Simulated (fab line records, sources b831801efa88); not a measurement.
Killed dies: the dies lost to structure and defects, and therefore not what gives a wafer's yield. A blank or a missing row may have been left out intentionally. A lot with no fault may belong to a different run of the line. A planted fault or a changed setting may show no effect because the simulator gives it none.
Matching of chambers	flow gf180mcu	cmp-01 running GF_V1_CMP_26: 4 sister chambers
The step polishes, stops on SiO2, t overpolish 15 s, target thk 0 nm. 16 wafers are shown with their chamber, then 8 later ones without.

WAFERS, EACH WITH ITS CHAMBER
wafer	chamber	motorCurrentA (A)	timeToEndpointS (s)	overpolishRunS (s)
L801.1	1	10.1	83	14.999
L801.5	1	10.8	82	14.984
L801.6	0	10.6	83	14.992
L804.2	2	12.4	84	14.992
L804.3	1	10.1	76	15.017
L804.6	2	11.9	88	15.001
L809.2	0	10.4	78	14.991
L809.4	3	10.7	80	15.009
L809.6	1	10.4	78	14.979
L811.1	3	10.9	85	14.981
L811.3	1	10.5	83	15.006
L811.4	0	10.4	82	15.011
L813.1	0	10.9	79	14.999
L813.3	2	12.9	89	15.006
L813.6	0	10.2	79	15.009
L816.3	1	10.5	78	15.014

SIGNATURES (means of the wafers above)
reading	chamber 0	chamber 1	chamber 2	chamber 3	scatter within a chamber
motorCurrentA	10.500	10.400	12.400	10.800	0.311
timeToEndpointS	80.20	80.00	87.00	82.50	2.76
overpolishRunS	15.00040	14.99983	14.99967	14.99500	0.0131
Rule: a wafer lies at a distance from a chamber equal to the root of the sum of squares, over the readings, of (its reading less the chamber's mean, divided by the reading's scatter). The wafer belongs to the nearest chamber; if the next one is less than 2 further off, it can't be placed. How the scatter is found: for the shown wafers, subtract from each reading the mean of its chamber, square and add these, divide the total by (wafers less chambers), then take the root.

WAFERS WITH NO CHAMBER GIVEN
wafer	motorCurrentA (A)	timeToEndpointS (s)	overpolishRunS (s)
L816.4	10.4	77	14.992
L816.5	12.4	87	14.986
L820.3	10.2	79	14.991
L820.4	10.5	84	14.987
L820.6	10.9	77	15.007
L824.3	10.2	86	14.988
L824.4	10.1	81	14.998
L824.5	10.5	85	15.013

CHAMBER TAKEN BY EACH
wafer	from the rows above	in truth
L816.4	can't be placed: 1 or 0 or 3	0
L816.5	2	2
L820.3	can't be placed: 1 or 0 or 3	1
L820.4	can't be placed: 3 or 0 or 1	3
L820.6	can't be placed: 0 or 1 or 3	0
L824.3	can't be placed: 3 or 1 or 0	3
L824.4	can't be placed: 1 or 0 or 3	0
L824.5	can't be placed: 3 or 0 or 1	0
Correct placement for 1 of the 8. Can't be placed from these rows: 7 (the true chamber is among the candidates in 7). Number placed wrongly: 0.
